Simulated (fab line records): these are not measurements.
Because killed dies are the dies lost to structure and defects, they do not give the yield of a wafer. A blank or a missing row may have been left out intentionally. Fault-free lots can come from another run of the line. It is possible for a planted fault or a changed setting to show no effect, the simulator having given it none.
Problem report, 8D (eight disciplines) form, completed by code -- flow sky130 -- the parts of the form that need people (team, actions taken, sign-off) are left out

== 1. WHAT IS WRONG ==
At SKY_PAD_OPEN_PROBE_99, killed-at-other averages 20.2 over 6 wafers from 2 lots, while fault-free wafers read 0.3, standard deviation 0.64. That is +31 standard deviations from the usual mean.
Earliest sighting: wafer L348.1 on prober-01 at day 48 17:38. The record holds 24 wafers of 8 lots with a number at this step. The rule behind "out" and "out of limits": a value lying over 4 standard deviations away from the usual mean. Any other wafer with a number is counted as sound.

== 2. WHAT IT IS, AND WHAT IT ISN'T ==
question,is,is not
which readings at this step,killed-at-other,"killed_at_M0_to_M3, killed_at_M4_up, killed-at-contacts, killed-at-front-end, killed-open, killed-short"
which lots,"L348, L350","L344, L345, L351, L353, L355, L358"
which wafers of those lots,all that have a number,-
read on which tools,prober-01,prober-02
when,from day 48 17:38,"up to then (6 sound wafers); but 12 sound wafers of L351, L353, L355, L358 came after"

== 3. THE SUSPECTS, EACH WITH WHAT RULES IT OUT ==
Counting: any tool at a process step up to the reading is kept as a suspect provided that every lot that is out went through it and no sound lot did after the first of them.
- iline-stepper-02 at SKY_RES_PROTECT_EXPOSE_04 (exposes mask RPM, target cd 1270 nm): kept. It ran every lot that is out, first L348 (day 18 23:37), and no sound lot after that.
- rie-metal-03 at SKY_METAL4_DESCUM_15 (chemistry O2, time 8 s): ruled out as a lasting fault. Sound lots L355 ran on it after its first lot that is out, L348 (day 45 04:11).
- pvd-sputter-04 at SKY_METAL5_SPUTTER_02 (material AlCu, target thk 1150 nm, time 61.2 s): ruled out as a lasting fault. Sound lots L351, L353, L355 ran on it after its first lot that is out, L348 (day 46 03:44).
- prober-01 at SKY_PAD_OPEN_PROBE_99: ruled out as a lasting fault. Sound lots L358 ran on it after its first lot that is out, L348 (day 48 17:38).
Remaining after the count: iline-stepper-02 at SKY_RES_PROTECT_EXPOSE_04.

== 4. THE CAUSE (what the simulator had put in) ==
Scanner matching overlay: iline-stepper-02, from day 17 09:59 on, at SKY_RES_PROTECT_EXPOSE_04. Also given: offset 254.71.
This tool alone remained once counting was done.

== 5. SEQUENCE OF EFFECTS, ordered by route ==
Rows list readings where the struck wafers' mean (over those with a number) sits beyond 3 standard deviations from the usual. Readings are gone through only where the record gives a usual standard deviation; hours: the median, over the lots, of the time from a lot's start at the first step in this table giving one to that lot's start at this step; sigmas: the change measured in usual standard deviations.
hours,step,reading,usual,on struck wafers,change,sigmas
0,SKY_PAD_OPEN_PROBE_99,killed-at-other,0.3,20.2,+19.9,+31
The process steps in it:
- SKY_PAD_OPEN_PROBE_99

== 6. HOW IT WOULD HAVE BEEN CAUGHT EARLIER ==
In this record no reading fell out of limits until day 48 17:38, 752 hours after the fault had begun at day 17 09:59.
The start of SKY_RES_PROTECT_EXPOSE_04 on iline-stepper-02 came by day 48 17:38 for every one of the lots that are out (2). Tool hold at that time: it would have spared none of them.
